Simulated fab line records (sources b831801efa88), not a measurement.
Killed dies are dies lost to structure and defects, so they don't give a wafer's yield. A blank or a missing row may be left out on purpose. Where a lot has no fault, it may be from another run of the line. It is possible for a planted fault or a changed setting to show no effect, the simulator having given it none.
A struck lot beside a sound one | flow gf180mcu | 18 steps out of a route of 602
Sound: the wafers L401.4, L401.5, L401.6. Wafers struck: L414.1, L414.4, L414.5. The cause is given at the end.
For every step that has rows: the tool of each side, followed by ch and its chambers, followed by its first start. Under that, the readings that differ: sound wafers | struck wafers | difference of the means | sigmas: that difference in standard deviations of wafers without a fault.
alike: readings with means less than 2 such deviations apart, plus words and numbers identical on both sides. not compared: withheld readings, readings lacking a value on some wafer, bounds such as >300 that could conceal the same value, and numbers that have no deviation in the record and whose values overlap.
A row with sigmas, a row that says differs or no value, or rows on one side alone: a step with any of these is where the two part. Non-overlapping numbers with no deviation appear without sigmas and do not part them. A reading missing from all wafers of one side parts the sides only when that side holds two or more wafers.

first, 3 steps without rows for these wafers: GF_V2_EXPOSE_11 (exposes mask Via2, target cd 260 nm); GF_V2_PEB_12 (peb time 90 s); GF_V2_DEVELOP_13 (develop time 60 s).
GF_V2_CD_MEAS_14: target cd 260 nm.
  sound on cdSem-01 at day 22 18:11; struck on cdSem-02 at day 26 15:32
reading   | sound             | struck            | difference | sigmas
cdNm (nm) | 257.4 257.1 256.8 | 260.5 261.4 261.2 | +3.9       | +3
GF_V2_OVL_MEAS_15:
  sound on overlay-01 at day 22 18:16; struck on overlay-01 at day 26 15:39
  alike: V2_OVL
GF_V2_ETCH_16: etches BARC in N2/H2.
  sound on rieDiel-02 ch 1,2,3, day 22 18:17; struck on rieDiel-03 ch 1,2, day 26 15:41
reading                  | sound       | struck      | difference | sigmas
drypumpMotorCurrentA (A) | 5.4 5.7 5.2 | 6.4 6.4 6.2 | +0.9       | +2
  alike: oesProductAu, throttleValvePct
then, 1 step without rows for these wafers: GF_V2_ETCH_17 (etches SiO2 in C4F8/O2/Ar, stops on TiN, target depth 630 nm).
GF_V2_STRIP_18: strips in O2/N2.
  sound on plasmaAsher-01 ch 0,1, day 22 18:27; struck on plasmaAsher-01 ch 0, day 26 15:49
  alike: drypumpMotorCurrentA, heaterPowerW, o2FlowSccm, oesProductAu, platenTempC
  not compared: rfHoursCounterH
then, 2 steps without rows for these wafers: GF_V2_STRIP_19 (strips in post etch residue remover, time 1200 s); GF_V2_CLEAN_20 (cleans in DIW).
GF_V2_SPUTTER_21: material Ti, target thk 15 nm, time 80.02 s.
  sound on pvdSputter-01 at day 22 18:57; struck on pvdSputter-04 at day 26 16:22
  alike: throttleValvePct
GF_V2_SPUTTER_22: material TiN, target thk 10 nm, time 40 s.
  sound on pvdSputter-01 at day 22 19:01; struck on pvdSputter-04 at day 26 16:25
  alike: throttleValvePct
GF_V2_CVD_23: deposits W, target thk 350 nm, time 104.94 s.
  sound on cvdW-01 ch 0,1, day 22 19:05; struck on cvdW-01 ch 0,1, day 26 16:28
reading                         | sound             | struck            | difference | sigmas
chamberPressureTorr (Torr)      | 39.96 39.89 39.93 | 51.63 51.73 51.76 | +11.78     | +99 or more
model.W_of_V2_CVD_23.thkNm (nm) | 357.5 356.9 343.9 | 388 409.3 392.5   | +44        | 
  alike: heaterPowerW
GF_V2_RS_MEAS_24: the measuring method here is four-point-probe.
  sound on filmMetro-02 at day 22 19:13; struck on filmMetro-04 at day 26 16:34
reading          | sound             | struck            | difference | sigmas
V2_W_RS (ohm/sq) | 0.320 0.322 0.333 | 0.295 0.280 0.292 | -0.036     | -6
GF_V2_THK_MEAS_25: measures by xrf.
  sound on filmMetro-02 at day 22 19:19; struck on filmMetro-04 at day 26 16:41
reading       | sound       | struck      | difference | sigmas
V2_W_THK (nm) | 342 344 329 | 380 396 385 | +49        | +6
GF_V2_CMP_26: polishes, stops on SiO2, t overpolish 15 s, target thk 0 nm.
  sound on cmp-01 ch 1,2, day 22 19:23; struck on cmp-02 ch 0,2,3, day 26 16:51
  alike: motorCurrentA, timeToEndpointS
GF_M3_SPUTTER_00: material Ti, target thk 37.5 nm, time 150 s.
  sound on pvdSputter-01 at day 22 19:38; struck on pvdSputter-04 at day 26 17:03
  alike: throttleValvePct
following that, these wafers have no rows for 1 step: GF_PASSIVATION_PROBE_99.

== WHERE THEY PART ==
Last at GF_V2_THK_MEAS_25 as far as this record goes, first at GF_V2_CD_MEAS_14. Later steps at which nothing parts them and some readings are alike: GF_V2_CMP_26, GF_M3_SPUTTER_00.

WHY: what had been put in by the simulator
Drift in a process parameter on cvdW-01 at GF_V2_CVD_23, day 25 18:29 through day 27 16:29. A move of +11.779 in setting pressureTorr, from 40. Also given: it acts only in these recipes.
